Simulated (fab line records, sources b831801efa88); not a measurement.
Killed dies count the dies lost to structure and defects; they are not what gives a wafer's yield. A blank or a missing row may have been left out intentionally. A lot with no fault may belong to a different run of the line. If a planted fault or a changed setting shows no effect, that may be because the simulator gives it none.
Which tool was responsible? / flow sky130 / 42 wafers from 14 lots sampled at 4 of the route's 708 steps

WHAT THE GAUGES SHOWED, per wafer
Not one reading of a measure or inspect step in the record can be checked against a usual standard deviation.

TOOL THAT RAN EACH LOT (tool first, then ch and the chambers of the sampled wafers, then the start)
lot=L979; SKY_FIELD_ISO_ETCH_15=rie-diel-04 ch 0,1,3, day 2 10:32; SKY_NWELL_STRIP_25=plasma-asher-03 ch 1, day 5 12:23; SKY_VT_ADJUST_NCORE_DEVELOP_06=litho-track-03 ch 0, day 8 17:24; SKY_VT_ADJUST_HVTR_STRIP_10=plasma-asher-04 ch 0,1, day 9 14:48
lot=L978; SKY_FIELD_ISO_ETCH_15=rie-diel-01 ch 0,2,3, day 2 10:40; SKY_NWELL_STRIP_25=plasma-asher-04 ch 0,1, day 5 12:26; SKY_VT_ADJUST_NCORE_DEVELOP_06=litho-track-01 ch 0, day 8 17:57; SKY_VT_ADJUST_HVTR_STRIP_10=plasma-asher-01 ch 0,1, day 9 15:06
lot=L981; SKY_FIELD_ISO_ETCH_15=rie-diel-02 ch 0,1,2, day 2 19:47; SKY_NWELL_STRIP_25=plasma-asher-04 ch 0,1, day 6 00:32; SKY_VT_ADJUST_NCORE_DEVELOP_06=litho-track-01 ch 0, day 9 08:33; SKY_VT_ADJUST_HVTR_STRIP_10=plasma-asher-04 ch 0,1, day 10 05:27
lot=L983; SKY_FIELD_ISO_ETCH_15=rie-diel-01 ch 1,3, day 3 05:10; SKY_NWELL_STRIP_25=plasma-asher-03 ch 0,1, day 6 09:15; SKY_VT_ADJUST_NCORE_DEVELOP_06=litho-track-01 ch 0, day 9 20:22; SKY_VT_ADJUST_HVTR_STRIP_10=plasma-asher-04 ch 1, day 10 19:52
lot=L984; SKY_FIELD_ISO_ETCH_15=rie-diel-01 ch 0,2,3, day 3 13:14; SKY_NWELL_STRIP_25=plasma-asher-04 ch 0,1, day 6 23:11; SKY_VT_ADJUST_NCORE_DEVELOP_06=litho-track-03 ch 0, day 10 10:34; SKY_VT_ADJUST_HVTR_STRIP_10=plasma-asher-01 ch 0, day 11 09:57
lot=L986; SKY_FIELD_ISO_ETCH_15=rie-diel-04 ch 1,3, day 4 02:19; SKY_NWELL_STRIP_25=plasma-asher-03 ch 0, day 7 09:09; SKY_VT_ADJUST_NCORE_DEVELOP_06=litho-track-01 ch 0, day 10 21:42; SKY_VT_ADJUST_HVTR_STRIP_10=plasma-asher-04 ch 0,1, day 11 22:04
lot=L987; SKY_FIELD_ISO_ETCH_15=rie-diel-04 ch 0,1,3, day 4 06:50; SKY_NWELL_STRIP_25=plasma-asher-04 ch 0,1, day 7 14:55; SKY_VT_ADJUST_NCORE_DEVELOP_06=litho-track-02 ch 0, day 11 04:49; SKY_VT_ADJUST_HVTR_STRIP_10=plasma-asher-01 ch 0,1, day 12 05:47
lot=L988; SKY_FIELD_ISO_ETCH_15=rie-diel-02 ch 2,3, day 4 09:10; SKY_NWELL_STRIP_25=plasma-asher-04 ch 0,1, day 7 18:54; SKY_VT_ADJUST_NCORE_DEVELOP_06=litho-track-03 ch 0, day 11 08:42; SKY_VT_ADJUST_HVTR_STRIP_10=plasma-asher-03 ch 0,1, day 12 10:04
lot=L989; SKY_FIELD_ISO_ETCH_15=rie-diel-02 ch 1,2, day 4 15:49; SKY_NWELL_STRIP_25=plasma-asher-04 ch 1, day 8 03:44; SKY_VT_ADJUST_NCORE_DEVELOP_06=litho-track-01 ch 0, day 11 20:30; SKY_VT_ADJUST_HVTR_STRIP_10=plasma-asher-03 ch 0,1, day 12 21:54
lot=L991; SKY_FIELD_ISO_ETCH_15=rie-diel-01 ch 0,1,3, day 5 03:49; SKY_NWELL_STRIP_25=plasma-asher-03 ch 0,1, day 8 20:02; SKY_VT_ADJUST_NCORE_DEVELOP_06=litho-track-02 ch 0, day 12 15:44; SKY_VT_ADJUST_HVTR_STRIP_10=plasma-asher-01 ch 0,1, day 13 18:00
lot=L998; SKY_FIELD_ISO_ETCH_15=rie-diel-02 ch 0,1,3, day 6 15:14; SKY_NWELL_STRIP_25=plasma-asher-01 ch 0,1, day 10 10:59; SKY_VT_ADJUST_NCORE_DEVELOP_06=litho-track-02 ch 0, day 14 15:58; SKY_VT_ADJUST_HVTR_STRIP_10=plasma-asher-03 ch 0,1, day 15 19:21
lot=L999; SKY_FIELD_ISO_ETCH_15=rie-diel-04 ch 0,2, day 6 17:25; SKY_NWELL_STRIP_25=plasma-asher-04 ch 0,1, day 10 12:44; SKY_VT_ADJUST_NCORE_DEVELOP_06=litho-track-01, day 14 16:37; SKY_VT_ADJUST_HVTR_STRIP_10=plasma-asher-01 ch 0,1, day 15 20:27
lot=L100; SKY_FIELD_ISO_ETCH_15=rie-diel-01 ch 0,1,3, day 6 23:47; SKY_NWELL_STRIP_25=plasma-asher-03 ch 0,1, day 10 20:05; SKY_VT_ADJUST_NCORE_DEVELOP_06=litho-track-01, day 15 01:42; SKY_VT_ADJUST_HVTR_STRIP_10=plasma-asher-03 ch 0,1, day 16 06:13
lot=L101; SKY_FIELD_ISO_ETCH_15=rie-diel-02 ch 1,2,3, day 7 14:35; SKY_NWELL_STRIP_25=plasma-asher-03 ch 0,1, day 11 15:53; SKY_VT_ADJUST_NCORE_DEVELOP_06=litho-track-01 ch 0, day 15 23:33; SKY_VT_ADJUST_HVTR_STRIP_10=plasma-asher-01 ch 0,1, day 17 04:03
- SKY_FIELD_ISO_ETCH_15: etches the open film in CHF3/O2, stops on Si, target depth 180 nm, time 72 s.
- SKY_NWELL_STRIP_25: strips in O2/N2.
- SKY_VT_ADJUST_NCORE_DEVELOP_06: develop time 60 s.
- SKY_VT_ADJUST_HVTR_STRIP_10: strips in O2/N2.

WHAT THE TOOLS THEMSELVES READ (means of the sampled wafers that have a number; where no wafer has one, the mark that the record gives instead)
SKY_FIELD_ISO_ETCH_15.
lot=L979; tool=rie-diel-04; drypump-motor-current-A (A)=5.8; oes-product-au (a.u.)=0.949; throttle-valve-pct (%)=8.846
lot=L978; tool=rie-diel-01; drypump-motor-current-A (A)=5.6; oes-product-au (a.u.)=0.941; throttle-valve-pct (%)=8.848
lot=L981; tool=rie-diel-02; drypump-motor-current-A (A)=5.5; oes-product-au (a.u.)=0.951; throttle-valve-pct (%)=8.843
lot=L983; tool=rie-diel-01; drypump-motor-current-A (A)=5.6; oes-product-au (a.u.)=0.946; throttle-valve-pct (%)=8.847
lot=L984; tool=rie-diel-01; drypump-motor-current-A (A)=5.6; oes-product-au (a.u.)=0.957; throttle-valve-pct (%)=8.852
lot=L986; tool=rie-diel-04; drypump-motor-current-A (A)=5.5; oes-product-au (a.u.)=0.953; throttle-valve-pct (%)=8.840
lot=L987; tool=rie-diel-04; drypump-motor-current-A (A)=5.8; oes-product-au (a.u.)=0.958; throttle-valve-pct (%)=8.842
lot=L988; tool=rie-diel-02; drypump-motor-current-A (A)=5.3; oes-product-au (a.u.)=0.963; throttle-valve-pct (%)=8.847
lot=L989; tool=rie-diel-02; drypump-motor-current-A (A)=5.3; oes-product-au (a.u.)=0.948; throttle-valve-pct (%)=8.848
lot=L991; tool=rie-diel-01; drypump-motor-current-A (A)=5.5; oes-product-au (a.u.)=0.957; throttle-valve-pct (%)=8.837
lot=L998; tool=rie-diel-02; drypump-motor-current-A (A)=5.7; oes-product-au (a.u.)=0.961; throttle-valve-pct (%)=8.850
lot=L999; tool=rie-diel-04; drypump-motor-current-A (A)=6.2; oes-product-au (a.u.)=0.947; throttle-valve-pct (%)=8.856
lot=L100; tool=rie-diel-01; drypump-motor-current-A (A)=5.5; oes-product-au (a.u.)=0.942; throttle-valve-pct (%)=8.848
lot=L101; tool=rie-diel-02; drypump-motor-current-A (A)=5.4; oes-product-au (a.u.)=0.958; throttle-valve-pct (%)=8.858

SKY_NWELL_STRIP_25.
lot=L979; tool=plasma-asher-03; drypump-motor-current-A (A)=6.1; oes-product-au (a.u.)=0.724; strip-time-to-endpoint-s (s)=37.10
lot=L978; tool=plasma-asher-04; drypump-motor-current-A (A)=6.0; oes-product-au (a.u.)=0.723; strip-time-to-endpoint-s (s)=36.83
lot=L981; tool=plasma-asher-04; drypump-motor-current-A (A)=6.0; oes-product-au (a.u.)=0.719; strip-time-to-endpoint-s (s)=37.02
lot=L983; tool=plasma-asher-03; drypump-motor-current-A (A)=5.9; oes-product-au (a.u.)=0.722; strip-time-to-endpoint-s (s)=36.93
lot=L984; tool=plasma-asher-04; drypump-motor-current-A (A)=5.7; oes-product-au (a.u.)=0.719; strip-time-to-endpoint-s (s)=36.96
lot=L986; tool=plasma-asher-03; drypump-motor-current-A (A)=5.5; oes-product-au (a.u.)=0.724; strip-time-to-endpoint-s (s)=36.71
lot=L987; tool=plasma-asher-04; drypump-motor-current-A (A)=6.0; oes-product-au (a.u.)=0.723; strip-time-to-endpoint-s (s)=36.79
lot=L988; tool=plasma-asher-04; drypump-motor-current-A (A)=6.0; oes-product-au (a.u.)=0.726; strip-time-to-endpoint-s (s)=36.97
lot=L989; tool=plasma-asher-04; drypump-motor-current-A (A)=6.3; oes-product-au (a.u.)=0.725; strip-time-to-endpoint-s (s)=36.93
lot=L991; tool=plasma-asher-03; drypump-motor-current-A (A)=5.7; oes-product-au (a.u.)=0.724; strip-time-to-endpoint-s (s)=36.82
lot=L998; tool=plasma-asher-01; drypump-motor-current-A (A)=6.4; oes-product-au (a.u.)=0.722; strip-time-to-endpoint-s (s)=36.97
lot=L999; tool=plasma-asher-04; drypump-motor-current-A (A)=5.7; oes-product-au (a.u.)=0.723; strip-time-to-endpoint-s (s)=37.01
lot=L100; tool=plasma-asher-03; drypump-motor-current-A (A)=5.7; oes-product-au (a.u.)=0.724; strip-time-to-endpoint-s (s)=36.90
lot=L101; tool=plasma-asher-03; drypump-motor-current-A (A)=5.9; oes-product-au (a.u.)=0.722; strip-time-to-endpoint-s (s)=36.83

SKY_VT_ADJUST_NCORE_DEVELOP_06.
lot=L979; tool=litho-track-03; chill-plate-temp-C (C)=22.95
lot=L978; tool=litho-track-01; chill-plate-temp-C (C)=23.06
lot=L981; tool=litho-track-01; chill-plate-temp-C (C)=22.88
lot=L983; tool=litho-track-01; chill-plate-temp-C (C)=23.02
lot=L984; tool=litho-track-03; chill-plate-temp-C (C)=22.96
lot=L986; tool=litho-track-01; chill-plate-temp-C (C)=22.95
lot=L987; tool=litho-track-02; chill-plate-temp-C (C)=22.96
lot=L988; tool=litho-track-03; chill-plate-temp-C (C)=23.01
lot=L989; tool=litho-track-01; chill-plate-temp-C (C)=22.94
lot=L991; tool=litho-track-02; chill-plate-temp-C (C)=23.00
lot=L998; tool=litho-track-02; chill-plate-temp-C (C)=22.96
lot=L999; tool=litho-track-01; chill-plate-temp-C (C)=-
lot=L100; tool=litho-track-01; chill-plate-temp-C (C)=-
lot=L101; tool=litho-track-01; chill-plate-temp-C (C)=22.87

SKY_VT_ADJUST_HVTR_STRIP_10.
lot=L979; tool=plasma-asher-04; drypump-motor-current-A (A)=6.0; oes-product-au (a.u.)=0.721; strip-time-to-endpoint-s (s)=14.18
lot=L978; tool=plasma-asher-01; drypump-motor-current-A (A)=6.4; oes-product-au (a.u.)=0.710; strip-time-to-endpoint-s (s)=14.22
lot=L981; tool=plasma-asher-04; drypump-motor-current-A (A)=6.0; oes-product-au (a.u.)=0.719; strip-time-to-endpoint-s (s)=14.17
lot=L983; tool=plasma-asher-04; drypump-motor-current-A (A)=6.3; oes-product-au (a.u.)=0.718; strip-time-to-endpoint-s (s)=14.22
lot=L984; tool=plasma-asher-01; drypump-motor-current-A (A)=6.7; oes-product-au (a.u.)=0.712; strip-time-to-endpoint-s (s)=14.21
lot=L986; tool=plasma-asher-04; drypump-motor-current-A (A)=5.7; oes-product-au (a.u.)=0.714; strip-time-to-endpoint-s (s)=14.13
lot=L987; tool=plasma-asher-01; drypump-motor-current-A (A)=6.2; oes-product-au (a.u.)=0.713; strip-time-to-endpoint-s (s)=14.17
lot=L988; tool=plasma-asher-03; drypump-motor-current-A (A)=5.9; oes-product-au (a.u.)=0.710; strip-time-to-endpoint-s (s)=14.23
lot=L989; tool=plasma-asher-03; drypump-motor-current-A (A)=5.7; oes-product-au (a.u.)=0.713; strip-time-to-endpoint-s (s)=14.23
lot=L991; tool=plasma-asher-01; drypump-motor-current-A (A)=6.2; oes-product-au (a.u.)=0.714; strip-time-to-endpoint-s (s)=14.16
lot=L998; tool=plasma-asher-03; drypump-motor-current-A (A)=5.7; oes-product-au (a.u.)=0.715; strip-time-to-endpoint-s (s)=14.12
lot=L999; tool=plasma-asher-01; drypump-motor-current-A (A)=6.4; oes-product-au (a.u.)=0.717; strip-time-to-endpoint-s (s)=14.19
lot=L100; tool=plasma-asher-03; drypump-motor-current-A (A)=5.8; oes-product-au (a.u.)=0.714; strip-time-to-endpoint-s (s)=14.21
lot=L101; tool=plasma-asher-01; drypump-motor-current-A (A)=6.2; oes-product-au (a.u.)=0.716; strip-time-to-endpoint-s (s)=14.18

THE ANSWER, worked out from the rows above alone
Rule: usual is defined by the lots themselves. The widest of any qualifying gaps counts: lots, ordered by their means at a reading, are off when they make up no more than a third of the lots, leave a main group of 4 or more, and stand apart from it by 3 or more times the standard deviation of that group's means. The tables above print the reading to a certain number of digits; a main group whose means all agree to those digits is not used. A lot without any number at a reading at which 4 lots or more have one is off too. Where the step has rows for the other lots, those lots are counted as sound. After the gauges, taken in route order, come the tools' own readings; for these a lot's mean is taken, as printed above. The first step at which some lot is off is used, and at that step the reading that is off furthest; a lot without a number counts as furthest.
Off at SKY_VT_ADJUST_NCORE_DEVELOP_06 (chill-plate-temp-C): L999, L100. Without a number there: L999, L100. The main group has a mean of 22.96 C with a standard deviation of 0.052.
If a tool, at that step or one of the process steps before it, ran each lot that is off and ran no sound lot following the first of them, it fits. None of those tried fits.

WHAT THE SIMULATOR HAD PUT IN
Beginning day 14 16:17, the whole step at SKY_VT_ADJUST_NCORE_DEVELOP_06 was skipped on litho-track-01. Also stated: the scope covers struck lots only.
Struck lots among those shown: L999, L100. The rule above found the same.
